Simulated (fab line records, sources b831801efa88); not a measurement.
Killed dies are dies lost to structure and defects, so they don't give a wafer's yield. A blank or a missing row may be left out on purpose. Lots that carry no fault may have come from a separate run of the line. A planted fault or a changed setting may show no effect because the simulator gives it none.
Which tool did it? -- flow gf180mcu -- 12 lots with 36 wafers sampled at 5 steps, on a route of 602 steps

WHAT THE GAUGES SHOWED, per wafer
GF_HV_LDD_OVL_MEAS_20.
lot,measured,on,HV_LDD_01_OVL (nm)
L633,day 10 19:19,overlay-02,1.1 2.2 -0.6
L634,day 11 01:16,overlay-02,2.9 1.9 1.7
L635,day 11 10:10,overlay-01,2.0 2.9 2.2
L636,day 11 15:04,overlay-02,0.2 1.8 0.0
L640,day 12 22:26,overlay-01,3.2 2.2 3.5
L644,day 14 11:01,overlay-01,0.2 1.2 1.4
L645,day 14 16:46,overlay-01,4.0 2.6 3.7
L646,day 14 20:01,overlay-02,3.6 0.3 1.5
L647,day 15 05:23,overlay-01,-0.2 0.3 0.1
L651,day 16 11:43,overlay-02,2.9 0.8 0.2
L655,day 17 15:26,overlay-01,1.7 2.2 1.4
L656,day 18 02:16,overlay-02,0.6 1.6 -0.8

GF_PSD_RS_MEAS_14: measurement is done with a four-point probe.
lot,measured,on,NSD_RS (ohm/sq)
L633,day 14 05:34,filmMetro-02,46.14 46.16 46.05
L634,day 14 14:13,filmMetro-02,46.20 46.16 46.11
L635,day 15 00:21,filmMetro-04,46.09 46.10 46.08
L636,day 15 04:46,filmMetro-01,46.25 46.14 46.03
L640,day 16 16:47,filmMetro-02,46.26 46.10 46.21
L644,day 18 10:06,filmMetro-04,46.28 46.23 46.23
L645,day 18 15:09,filmMetro-01,42.12 46.03 41.93
L646,day 18 19:54,filmMetro-02,41.99 42.00 46.09
L647,day 19 05:23,filmMetro-02,42.09 46.22 46.17
L651,day 20 14:46,filmMetro-01,46.18 46.19 46.00
L655,day 21 19:54,filmMetro-02,46.04 46.14 46.16
L656,day 22 06:49,filmMetro-02,46.16 46.24 46.26

GF_PSD_RS_MEAS_15: measurement is done with a four-point probe.
lot,measured,on,PSD_RS (ohm/sq)
L633,day 14 05:41,filmMetro-02,108.2 108.6 108.2
L634,day 14 14:20,filmMetro-02,108.7 108.8 109.1
L635,day 15 00:28,filmMetro-04,108.3 108.2 108.3
L636,day 15 04:53,filmMetro-01,108.8 108.3 108.4
L640,day 16 16:55,filmMetro-02,108.6 108.8 108.6
L644,day 18 10:13,filmMetro-04,109.0 108.5 108.7
L645,day 18 15:16,filmMetro-01,101.1 108.1 101.0
L646,day 18 20:01,filmMetro-02,101.2 101.1 108.3
L647,day 19 05:31,filmMetro-02,101.1 108.8 108.7
L651,day 20 14:53,filmMetro-01,108.5 109.0 108.7
L655,day 21 20:01,filmMetro-02,108.5 108.3 108.5
L656,day 22 06:56,filmMetro-02,108.6 108.6 108.9

TOOL THAT RAN EACH LOT (tool first, then ch and the chambers of the sampled wafers, then the start)
lot,GF_HV_LDD_ETCHBACK_58,GF_PSD_RTA_13
L633,"rieDiel-01 ch 1,2,3, day 12 12:11","rtpAnneal-02 ch 0, day 14 05:29"
L634,"rieDiel-03 ch 0,1,3, day 12 19:46","rtpAnneal-02 ch 0, day 14 14:07"
L635,"rieDiel-04 ch 2,3, day 13 05:26","rtpAnneal-01 ch 0, day 15 00:16"
L636,"rieDiel-03 ch 2,3, day 13 09:25","rtpAnneal-02 ch 0, day 15 04:40"
L640,"rieDiel-03 ch 1,2,3, day 14 20:13","rtpAnneal-01 ch 0, day 16 16:42"
L644,"rieDiel-03 ch 0,1,3, day 16 11:14","rtpAnneal-02 ch 0, day 18 10:01"
L645,"rieDiel-04 ch 0,2,3, day 16 16:28","rtpAnneal-02 ch 0, day 18 15:04"
L646,"rieDiel-03 ch 0,1,2, day 16 20:02","rtpAnneal-02 ch 0, day 18 19:49"
L647,"rieDiel-04 ch 1,2,3, day 17 05:16","rtpAnneal-02 ch 0, day 19 05:17"
L651,"rieDiel-01 ch 0,2,3, day 18 13:25","rtpAnneal-01 ch 0, day 20 14:40"
L655,"rieDiel-04 ch 1,2,3, day 19 19:28","rtpAnneal-02 ch 0, day 21 19:48"
L656,"rieDiel-04 ch 0,3, day 20 07:13","rtpAnneal-02 ch 0, day 22 06:44"
- GF_HV_LDD_ETCHBACK_58: etches Si3N4 in CH3F/O2, stops on SiO2, time 100 s, target depth 90 nm.
- GF_PSD_RTA_13: time 20 s.

WHAT THE TOOLS THEMSELVES READ (means of the sampled wafers that have a number; where no wafer has one, the mark that the record gives instead)
GF_HV_LDD_ETCHBACK_58.
lot,tool,ch3fFlowSccm (sccm),chamberPressureMTorr (mTorr),drypumpMotorCurrentA (A),oesProductAu (a.u.),throttleValvePct (%)
L633,rieDiel-01,39.99,25.003,5.76,0.848,10.564
L634,rieDiel-03,40.11,25.015,5.77,0.834,10.556
L635,rieDiel-04,40.05,25.003,5.61,0.838,10.552
L636,rieDiel-03,39.97,25.008,5.80,0.843,10.556
L640,rieDiel-03,39.82,24.993,5.73,0.844,10.558
L644,rieDiel-03,39.93,25.011,5.80,0.843,10.567
L645,rieDiel-04,39.92,25.000,5.47,0.834,10.564
L646,rieDiel-03,40.05,24.993,5.73,0.845,10.550
L647,rieDiel-04,40.14,24.998,5.55,0.842,10.555
L651,rieDiel-01,40.03,24.983,5.54,0.843,10.568
L655,rieDiel-04,39.98,25.037,5.53,0.843,10.551
L656,rieDiel-04,40.03,25.000,5.42,0.845,10.567

GF_PSD_RTA_13.
lot,tool,lampPowerPct (%),runLengthS (s),wafer_temp_C_max
L633,rtpAnneal-02,32.5,48.77,1028.6
L634,rtpAnneal-02,32.4,48.82,1028.7
L635,rtpAnneal-01,37.1,48.26,1027.8
L636,rtpAnneal-02,32.4,48.70,1029.1
L640,rtpAnneal-01,37.1,48.24,1028.3
L644,rtpAnneal-02,32.4,48.73,1029.6
L645,rtpAnneal-02,32.4,63.65,1028.8
L646,rtpAnneal-02,32.4,63.56,1028.0
L647,rtpAnneal-02,32.4,56.24,1029.3
L651,rtpAnneal-01,37.2,48.43,1027.7
L655,rtpAnneal-02,32.4,48.63,1028.3
L656,rtpAnneal-02,32.4,48.63,1028.8

THE ANSWER, worked out from the rows above alone
Rule: the usual values come from the lots themselves. Put in order of their means at a reading, lots are off if they are a third of the lots or fewer, leave a main group of 4 or more, and stand apart from it by a gap of 3 or more times the standard deviation of the main group's means; of several such gaps the widest counts. A main group whose means are all the same, to the digits that the tables above print for the reading, isn't used. A lot without any number at a reading at which 4 lots or more have one is off too. All remaining lots with rows at the step are treated as sound. Order of review: gauges by route order, followed by the tools' own readings, for which a lot's mean as printed above is used. At the first step where some lot is off, the reading lying furthest off is the one used; lots without a number count as furthest.
Off: L645, L646, L647, seen at GF_PSD_RS_MEAS_14 (NSD_RS). The main group: mean 46.16 ohm/sq, standard deviation 0.05.
If a tool, at a process step before that reading, ran all the lots that are off and no sound lot after the first of them, it fits. Not tried: the gauges at GF_PSD_RS_MEAS_14; whatever is off there is also off at GF_PSD_RTA_13, on other tools, and gauge error can't account for it. Of those tried, none fits.

WHAT THE SIMULATOR PUT IN
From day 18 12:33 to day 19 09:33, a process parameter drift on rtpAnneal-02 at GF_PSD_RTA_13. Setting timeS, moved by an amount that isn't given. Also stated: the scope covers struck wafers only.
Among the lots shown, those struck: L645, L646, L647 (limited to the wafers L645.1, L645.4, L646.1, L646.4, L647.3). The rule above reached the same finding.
